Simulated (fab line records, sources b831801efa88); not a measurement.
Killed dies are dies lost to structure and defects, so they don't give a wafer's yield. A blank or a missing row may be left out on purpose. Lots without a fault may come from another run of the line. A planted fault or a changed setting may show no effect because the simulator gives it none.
A struck lot beside a sound one | flow sfq_line | 15 steps out of a route of 325
Sound: wafers L544.1, L544.3, L544.4. Struck: wafers L559.2, L559.5. (L559.1 of the same lot was not struck and is left out.) The cause comes at the end.
At each step with rows: each side's tool, then ch and its chambers, then its first start. Under that, the readings that differ: sound wafers | struck wafers | difference of the means | sigmas: that difference in standard deviations of wafers without a fault.
alike: readings whose means differ by less than 2 such deviations, and words and numbers that are the same on both sides. not compared: withheld readings, readings that some wafer has no value for, bounds like >300 that may hide the same value, and numbers for which the record gives no deviation and whose values overlap.
The two part at a step that has a row with sigmas, a row that says differs or no value, or rows on one side only. Numbers that don't overlap but have no deviation are shown without sigmas and don't part them. A reading that every wafer of one side lacks parts them only if that side has two wafers or more.

SFQ_TRILAYER_R5_DEP_SPUTTER_132: material Ti, target thk 5 nm, time 5 s.
  sound on pvd_sputter-03, day 58 14:33; struck on pvd_sputter-03, day 62 22:38
  alike: chamber_pressure_pa, throttle_valve_pct
SFQ_TRILAYER_R5_DEP_SPUTTER_133: material MoNx, target thk 40 nm, time 66.7 s.
  sound on pvd_sputter-03, day 58 14:34; struck on pvd_sputter-03, day 62 22:39
  alike: chamber_pressure_pa, throttle_valve_pct
SFQ_TRILAYER_R5_DEP_SPUTTER_134: material Ti, target thk 5 nm, time 5 s.
  sound on pvd_sputter-03, day 58 14:38; struck on pvd_sputter-03, day 62 22:42
  alike: chamber_pressure_pa, throttle_valve_pct
SFQ_R5_RS_MEAS_933: measures by four-point-probe.
  sound on film_metro-04, day 58 14:39; struck on film_metro-03, day 62 22:43
  reading             | sound          | struck    | difference | sigmas
  R5_MONX_RS (ohm/sq) | 7.16 7.20 7.13 | 7.04 6.94 | -0.17      | -2
SFQ_R5_THK_MEAS_934: measures by xrf.
  sound on film_metro-04, day 58 14:46; struck on film_metro-03, day 62 22:50
  alike: R5_MONX_THK
then, 6 steps without rows for these wafers: SFQ_TRILAYER_R5_LITHO_COAT_141 (resist thk 62 nm); SFQ_TRILAYER_R5_LITHO_COAT_136 (resist thk 600 nm); SFQ_TRILAYER_R5_LITHO_SOFTBAKE_140; SFQ_TRILAYER_R5_LITHO_EXPOSE_137 (exposes mask R5, target cd 500 nm); SFQ_TRILAYER_R5_LITHO_PEB_139 (peb time 60 s); SFQ_TRILAYER_R5_LITHO_DEVELOP_138 (time 60 s).
-- the record jumps here: 5 days lie between the struck wafers' starts before and after --
SFQ_R5_OVL_MEAS_935:
  sound on overlay-01, day 63 17:58; struck on overlay-01, day 67 12:23
  alike: R5_OVL
SFQ_TRILAYER_R5_BARC_OPEN_METAL_ETCH_177: etches BARC in O2, target depth 125 nm, time 41.7 s.
  sound on rie_metal-04 ch 0,1, day 63 17:59; struck on rie_metal-04 ch 0,1, day 67 12:25
  reading                                             | sound             | struck      | difference | sigmas
  model.KrF_of_TRILAYER_R5_LITHO_COAT_136.thk_nm (nm) | 525.5 524.4 525.1 | 534.8 532.8 | +8.8       |
  alike: drypump_motor_current_A, oes_product_au
  not compared: rf_hours_counter_h
SFQ_TRILAYER_R5_ETCH_METAL_ETCH_139: etches the open film in Cl2, stops on SiO2, target depth 60 nm, time 40 s.
  sound on rie_metal-04 ch 0,1, day 63 18:03; struck on rie_metal-04 ch 0,1, day 67 12:29
  reading                                             | sound             | struck      | difference | sigmas
  model.KrF_of_TRILAYER_R5_LITHO_COAT_136.thk_nm (nm) | 501.7 500.8 501.3 | 511.1 508.5 | +8.5       |
  alike: drypump_motor_current_A, oes_product_au
  not compared: rf_hours_counter_h
SFQ_TRILAYER_R5_STRIP_STRIP_140: strips in O2.
  sound on rie_metal-04 ch 0,1, day 63 18:07; struck on rie_metal-04 ch 0,1, day 67 12:32
  alike: drypump_motor_current_A, oes_product_au
  not compared: rf_hours_counter_h

WHERE THEY PART
Only at SFQ_R5_RS_MEAS_933, within this record. Later steps at which nothing parts them and some readings are alike: SFQ_R5_THK_MEAS_934, SFQ_R5_OVL_MEAS_935, SFQ_TRILAYER_R5_BARC_OPEN_METAL_ETCH_177, SFQ_TRILAYER_R5_ETCH_METAL_ETCH_139, SFQ_TRILAYER_R5_STRIP_STRIP_140.

WHY: what the simulator had put in
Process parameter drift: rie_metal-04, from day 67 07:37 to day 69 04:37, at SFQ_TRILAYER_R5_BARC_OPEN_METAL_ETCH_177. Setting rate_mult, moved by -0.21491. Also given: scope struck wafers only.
